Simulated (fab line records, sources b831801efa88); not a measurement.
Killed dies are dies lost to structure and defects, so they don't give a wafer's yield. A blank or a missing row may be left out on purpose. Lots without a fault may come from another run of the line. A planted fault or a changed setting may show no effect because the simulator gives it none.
One fault seen from 2 desks | flow sfq_line | each desk has only its own numbers; what lay behind them comes last

THE TOOL OWNER'S DESK: pvd_sputter-04
The tool's own readings at SFQ_TRILAYER_M6_DEP_SPUTTER_157 (material Nb, target thk 200 nm, time 133.3 s): means of the sampled wafers that have a number, for each lot that ran on this tool. A lot is out of limits, marked OUT, if its mean lies more than 4 standard deviations from the usual mean; the brackets give that distance.
Columns: A = throttle_valve_pct at SFQ_TRILAYER_M6_DEP_SPUTTER_157, usual 30.5 %
lot  | first seen here | A
L965 | day 75 17:49    | 31.2
L966 | day 77 03:23    | 30.8
L973 | day 77 16:35    | 30.9
L977 | day 79 05:28    | 30.8
L981 | day 79 11:32    | 30.6
L983 | day 79 13:53    | 30.3
This desk's finding: nothing out of limits on any of the 6 lots.

THE METROLOGY DESK
What the gauges read, lot by lot, whatever tool the lot ran on: means of the sampled wafers that have a number. A lot is out of limits, marked OUT, if its mean lies more than 4 standard deviations from the usual mean; the brackets give that distance.
Columns: A = M6_NB_RS at SFQ_M6_RS_MEAS_938, usual 0.894 ohm/sq; B = M7_OVL at SFQ_M7_OVL_MEAS_945, usual 1 nm; C = M8_OVL at SFQ_M8_OVL_MEAS_948, usual 2 nm
lot  | first seen here | A                | B  | C
L960 | day 72 09:26    | 0.901            | 3  | 0
L961 | day 73 15:41    | 0.888            | -0 | -1
L962 | day 74 04:44    | 0.886            | -1 | -1
L963 | day 75 08:18    | 0.896            | 6  | 3
L965 | day 75 17:54    | 0.889            | -1 | 7
L966 | day 77 03:29    | 0.903            | 1  | 3
L969 | day 77 09:32    | 0.882            | 2  | 6
L970 | day 77 11:55    | 0.888            | -5 | 8
L971 | day 77 13:07    | 0.891            | 2  | 3
L972 | day 77 14:19    | 0.888            | -0 | 2
L973 | day 77 16:42    | 0.898            | -4 | -1
L977 | day 79 05:39    | 0.903            | -5 | 4
L981 | day 79 11:40    | 0.783 (-15) OUT  | 7  | 1
L983 | day 79 14:01    | 0.821 (-9.7) OUT | 8  | 3
This desk's finding: out of limits on L981, L983; first on L981, day 79 11:40 (M6_NB_RS at SFQ_M6_RS_MEAS_938). In limits: L960, L961, L962, L963, L965, L966, L969, L970, L971, L972, L973, L977.

PUT TOGETHER
The metrology desk could have raised an alarm at day 79 11:40, on L981, L983.
The tool owner's desk saw nothing out of limits.
The tool owner's desk has L981, L983 on record, within its limits.
Of the lots named, all ran SFQ_TRILAYER_M6_DEP_SPUTTER_157 on pvd_sputter-04.

WHAT THE SIMULATOR HAD PUT IN
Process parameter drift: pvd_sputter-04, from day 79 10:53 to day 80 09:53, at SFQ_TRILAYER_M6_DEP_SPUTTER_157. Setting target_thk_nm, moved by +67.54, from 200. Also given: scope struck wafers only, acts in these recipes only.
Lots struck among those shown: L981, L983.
Hours from the fault's start to each desk's first reading out of limits: the metrology desk, 1.
